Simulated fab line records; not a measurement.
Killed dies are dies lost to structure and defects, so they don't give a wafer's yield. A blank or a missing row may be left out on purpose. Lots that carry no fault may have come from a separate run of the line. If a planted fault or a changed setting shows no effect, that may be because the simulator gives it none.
What tool caused it? -- flow sky130 -- 18 wafers from 6 lots sampled at 3 of the route's 708 steps

WHAT THE GAUGES READ, wafer by wafer
SKY_CAP2M_THK_MEAS_04: measures by xrf.
lot,measured,on,CAP2M_TIN_THK (nm)
L584,day 40 21:37,film-metro-02,205.3 204.3 205.2
L586,day 41 15:59,film-metro-01,203.7 207.8 206.5
L589,day 42 12:26,film-metro-02,205.1 203.6 202.1
L591,day 43 00:16,film-metro-03,209.3 210.4 208.9
L595,day 44 04:36,film-metro-02,206.0 204.5 204.4
L600,day 45 03:02,film-metro-03,200.3 198.7 200.4

EACH LOT AND THE TOOL THAT RAN IT (in order: tool; ch and the chambers of the sampled wafers; start)
lot,SKY_METAL2_SPUTTER_04,SKY_CAP2M_SPUTTER_02
L584,"pvd-sputter-03, day 35 06:30","pvd-sputter-01, day 40 21:24"
L586,"pvd-sputter-02, day 36 03:31","pvd-sputter-01, day 41 15:44"
L589,"pvd-sputter-02, day 37 01:07","pvd-sputter-03, day 42 12:11"
L591,"pvd-sputter-01, day 37 13:48","pvd-sputter-04, day 43 00:01"
L595,"pvd-sputter-02, day 38 22:38","pvd-sputter-04, day 44 04:23"
L600,"pvd-sputter-03, day 40 01:08","pvd-sputter-03, day 45 02:48"
- SKY_METAL2_SPUTTER_04: material TiN, target thk 70 nm, time 58.3 s.
- SKY_CAP2M_SPUTTER_02: material TiN, target thk 200 nm, time 166.7 s.

THE ANSWER, worked out from the rows above alone
Rule: the lots themselves supply what counts as usual. Put in order of their means at a reading, lots are off if they are a third of the lots or fewer, leave a main group of 4 or more, and stand apart from it by a gap of 3 or more times the standard deviation of the main group's means; of several such gaps the widest counts. Not used: any main group whose means are identical at the precision the tables above print for the reading. A lot without any number at a reading at which 4 lots or more have one is off too. Where the step has rows for the other lots, those lots are counted as sound.
Nothing can be told from this: no lot is off at any reading shown.

WHAT HAD BEEN PUT IN BY THE SIMULATOR
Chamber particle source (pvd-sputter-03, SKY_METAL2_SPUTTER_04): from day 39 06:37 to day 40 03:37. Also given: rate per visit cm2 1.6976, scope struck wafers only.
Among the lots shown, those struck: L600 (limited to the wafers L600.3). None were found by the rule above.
